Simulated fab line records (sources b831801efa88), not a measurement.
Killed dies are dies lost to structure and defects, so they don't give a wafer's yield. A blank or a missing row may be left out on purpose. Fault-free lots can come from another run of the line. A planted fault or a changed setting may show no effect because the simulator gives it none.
Problem report in the 8D (eight disciplines) form, filled by code ; flow sky130 ; the parts of the form that need people (team, actions taken, sign-off) are left out

== 1. WHAT WENT WRONG ==
Mean of stripTimeToEndpointS at SKY_POLY_GATE_STRIP_18: 3.68 s across 3 wafers in 2 lots; on wafers with no fault it is 3.18 s (standard deviation 0.036). Relative to the usual mean, that is a shift of +14 standard deviations.
The step: strips in O2/N2.
First observed at day 20 08:44: wafer L367.1, on plasmaAsher-02. The record has a number at this step for 36 wafers belonging to 12 lots. The rule behind "out" and "out of limits": a value lying over 4 standard deviations away from the usual mean. The other wafers with a number count as sound.

== 2. WHAT IT IS, AND WHAT IT ISN'T ==
question;is;is not
which readings at this step;stripTimeToEndpointS;drypumpMotorCurrentA
which lots;L367, L368;L358, L359, L360, L362, L364, L371, L376, L377, L380, L381
which wafers of those lots;L367.1, L368.1, L368.3;L367.5, L367.6, L368.5
read on which tools;plasmaAsher-02, plasmaAsher-04;plasmaAsher-03
when;from day 20 08:44;"up to then (17 sound wafers); but 16 sound wafers of L368, L371, L376, L377, L380, L381 came after"

== 3. WHAT RULES OUT EACH SUSPECT ==
Counting: any tool at a process step up to the reading remains a suspect provided it ran every lot that is out. Sound lots after the first of them don't rule it out here, since some wafers of a struck lot are sound.
- plasmaAsher-04 at SKY_GATE_OXIDE_STRIP_13 (strips in O2/N2): kept. It ran every lot that is out, first L367 (day 17 11:53); its last sound lot up to then is L362 (day 15 19:46).
- rieDiel-02 at SKY_POLY_GATE_ETCH_16 (etches Si3N4 in CH3F/O2, stops on poly-Si, time 147.5 s, target depth 75 nm): kept. It ran every lot that is out, first L367 (day 20 08:35); its last sound lot up to then is L360 (day 17 12:50).
Remaining after the count are plasmaAsher-04 at SKY_GATE_OXIDE_STRIP_13 and rieDiel-02 at SKY_POLY_GATE_ETCH_16.

== 4. THE CAUSE (what the simulator had put in) ==
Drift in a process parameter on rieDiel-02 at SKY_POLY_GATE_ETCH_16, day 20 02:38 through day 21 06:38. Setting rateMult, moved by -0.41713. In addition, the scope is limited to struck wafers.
After counting, 2 suspects remain, this tool included.

== 5. SEQUENCE OF EFFECTS, ordered by route ==
One row per reading whose mean, taken over the struck wafers that have a number, lies over 3 standard deviations from the usual. Only readings whose record carries a usual standard deviation are examined. hours: median over the lots of the time between each lot's start at the first step of this table that gives one and its start at this step. sigmas: the change, counted in usual standard deviations.
hours;step;reading;usual;on struck wafers;change;sigmas
0;SKY_POLY_GATE_STRIP_18;oesProductAu;0.361 a.u.;0.380;+0.019;+3.7
0;SKY_POLY_GATE_STRIP_18;stripTimeToEndpointS;3.18 s;3.68;+0.50;+14
Process steps it contains:
- SKY_POLY_GATE_STRIP_18: strips in O2/N2.

== 6. HOW IT WOULD HAVE BEEN CAUGHT EARLIER ==
In this record the first reading out of limits was taken at day 20 08:44, 6 hours after the fault began at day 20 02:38.
An alarm limit of 4 standard deviations would not have fired on the tool readings at SKY_POLY_GATE_ETCH_16 for which the record gives a usual standard deviation, since none of them was out on any struck wafer.
L368, from the lots that are out (2), started SKY_POLY_GATE_ETCH_16 on rieDiel-02 later than day 20 08:44. It would have been spared by a hold on the tool at that moment.
